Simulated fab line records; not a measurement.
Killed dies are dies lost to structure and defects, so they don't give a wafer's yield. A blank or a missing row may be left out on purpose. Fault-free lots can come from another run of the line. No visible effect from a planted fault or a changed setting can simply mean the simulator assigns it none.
The same fault as seen by 2 desks :: flow sfq_line :: every desk sees just its own numbers, and what lay behind them comes last

## AT THE METROLOGY DESK
Lot by lot, what the gauges showed, no matter which tool ran the lot: averages of those sampled wafers that carry a number. If a lot's mean is further than 4 standard deviations from the usual mean, the lot is out of limits and carries the mark OUT (the distance appears in the brackets).
Columns: A = L0V_OVL at SFQ_L0V_OVL_MEAS_903, usual 0 nm
lot: L825
first seen here: day 7 00:40
A: -2

lot: L829
first seen here: day 8 03:44
A: 0

lot: L831
first seen here: day 8 16:56
A: 1

lot: L832
first seen here: day 8 19:20
A: -11

lot: L833
first seen here: day 9 00:07
A: -2

lot: L840
first seen here: day 11 03:52
A: 6

lot: L843
first seen here: day 12 09:52
A: 4
Result from this desk: across the 7 lots, nothing is out of limits.

## AT THE TOOL OWNER'S DESK: krf_scanner-01
The tool's own readings at SFQ_TRILAYER_L0_VIA_LITHO_EXPOSE_014 (exposes mask L0V, target cd 700 nm): means of the sampled wafers that have a number, for each lot that ran on this tool. If a lot's mean is further than 4 standard deviations from the usual mean, the lot is out of limits and carries the mark OUT (the distance appears in the brackets).
Columns: A = exposure_dose_mJ_cm2 at SFQ_TRILAYER_L0_VIA_LITHO_EXPOSE_014, usual 21.301
lot: L829
first seen here: day 8 02:25
A: 21.300

lot: L831
first seen here: day 8 15:49
A: 22.345 (+52) OUT

lot: L832
first seen here: day 8 18:01
A: 22.370 (+53) OUT

lot: L833
first seen here: day 8 22:37
A: 22.354 (+53) OUT
This desk finds L831, L832, L833 out of limits, L831 being first, at day 8 15:49 (exposure_dose_mJ_cm2 at SFQ_TRILAYER_L0_VIA_LITHO_EXPOSE_014). Within limits: L829.

## BROUGHT TOGETHER
The tool owner's desk could have raised an alarm at day 8 15:49, on L831, L832, L833.
Nothing out of limits was seen by the metrology desk.
The metrology desk has L831, L832, L833 on record, within its limits.
Of the lots named, all ran SFQ_TRILAYER_L0_VIA_LITHO_EXPOSE_014 on krf_scanner-01.

## WHAT WAS PUT IN BY THE SIMULATOR
Drift in process parameters on krf_scanner-01 at SFQ_TRILAYER_L0_VIA_LITHO_EXPOSE_014, starting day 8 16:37. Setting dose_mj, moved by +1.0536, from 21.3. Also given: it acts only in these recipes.
Lots struck among those shown: L831, L832, L833.
